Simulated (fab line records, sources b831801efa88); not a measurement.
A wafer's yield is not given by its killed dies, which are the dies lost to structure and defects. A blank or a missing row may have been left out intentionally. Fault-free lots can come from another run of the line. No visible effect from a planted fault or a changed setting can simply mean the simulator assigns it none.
Which tool was responsible? | flow gf180mcu | 39 wafers from 13 lots sampled at 2 of the route's 602 steps

WHAT THE GAUGES SHOWED, per wafer
GF_M1_RS_MEAS_05: uses a four-point probe to measure.
lot  | measured     | on            | M1_ALCU_RS (ohm/sq)
L983 | day 16 03:28 | film-metro-01 | 0.0708 0.0687 0.0701
L984 | day 16 14:50 | film-metro-04 | 0.0692 0.0690 0.0699
L987 | day 18 00:40 | film-metro-04 | 0.0697 0.0702 0.0696
L989 | day 18 21:38 | film-metro-04 | 0.0695 0.0697 0.0690
L997 | day 21 12:49 | film-metro-02 | 0.0692 0.0688 0.0682
L998 | day 21 21:59 | film-metro-04 | 0.0703 0.0693 0.0686
L999 | day 22 07:17 | film-metro-04 | 0.0679 0.0685 0.0678
L100 | day 22 15:35 | film-metro-01 | 0.0700 0.0675 0.0695
L101 | day 23 00:48 | film-metro-01 | 0.0690 0.0696 0.0698
L102 | day 23 08:17 | film-metro-01 | 0.0685 0.0682 0.0683
L103 | day 23 13:10 | film-metro-01 | 0.0690 0.0686 0.0674
L105 | day 24 05:52 | film-metro-02 | 0.0681 0.0684 0.0678
L106 | day 24 15:07 | film-metro-01 | 0.0715 0.0691 0.0711

EACH LOT AND THE TOOL THAT RAN IT (in order: tool; ch and the chambers of the sampled wafers; start)
lot  | GF_CONTACT_SPUTTER_23
L983 | pvd-sputter-02, day 16 02:36
L984 | pvd-sputter-02, day 16 13:57
L987 | pvd-sputter-04, day 17 23:49
L989 | pvd-sputter-01, day 18 20:47
L997 | pvd-sputter-04, day 21 11:58
L998 | pvd-sputter-01, day 21 21:08
L999 | pvd-sputter-02, day 22 06:25
L100 | pvd-sputter-04, day 22 14:44
L101 | pvd-sputter-02, day 22 23:55
L102 | pvd-sputter-02, day 23 07:23
L103 | pvd-sputter-02, day 23 12:16
L105 | pvd-sputter-04, day 24 05:01
L106 | pvd-sputter-02, day 24 14:16
- GF_CONTACT_SPUTTER_23: material TiN, target thk 10 nm, time 40 s.

WHAT THE TOOLS THEMSELVES READ (means of the sampled wafers that have a number; where no wafer has one, the mark that the record gives instead)
GF_CONTACT_SPUTTER_23.
lot  | tool           | throttle-valve-pct (%)
L983 | pvd-sputter-02 | 30.8
L984 | pvd-sputter-02 | 30.9
L987 | pvd-sputter-04 | 30.6
L989 | pvd-sputter-01 | 30.6
L997 | pvd-sputter-04 | 30.6
L998 | pvd-sputter-01 | 30.3
L999 | pvd-sputter-02 | 30.8
L100 | pvd-sputter-04 | 30.6
L101 | pvd-sputter-02 | 30.6
L102 | pvd-sputter-02 | 31.3
L103 | pvd-sputter-02 | 30.9
L105 | pvd-sputter-04 | 30.3
L106 | pvd-sputter-02 | 31.5

THE ANSWER, worked out from the rows above alone
Rule: the usual values come from the lots themselves. Put in order of their means at a reading, lots are off if they are a third of the lots or fewer, leave a main group of 4 or more, and stand apart from it by a gap of 3 or more times the standard deviation of the main group's means; of several such gaps the widest counts. The tables above print the reading to a certain number of digits; a main group whose means all agree to those digits is not used. A lot without any number at a reading at which 4 lots or more have one is off too. The other lots that the step has rows for count as sound. The gauges are gone through in route order, then the tools' own readings, and for those a lot's mean is taken as printed above. The first step at which some lot is off is used, and at that step the reading that is off furthest; a lot without a number counts as furthest.
No lot is off on any of the readings shown, so nothing can be concluded from this.

WHAT WAS PUT IN BY THE SIMULATOR
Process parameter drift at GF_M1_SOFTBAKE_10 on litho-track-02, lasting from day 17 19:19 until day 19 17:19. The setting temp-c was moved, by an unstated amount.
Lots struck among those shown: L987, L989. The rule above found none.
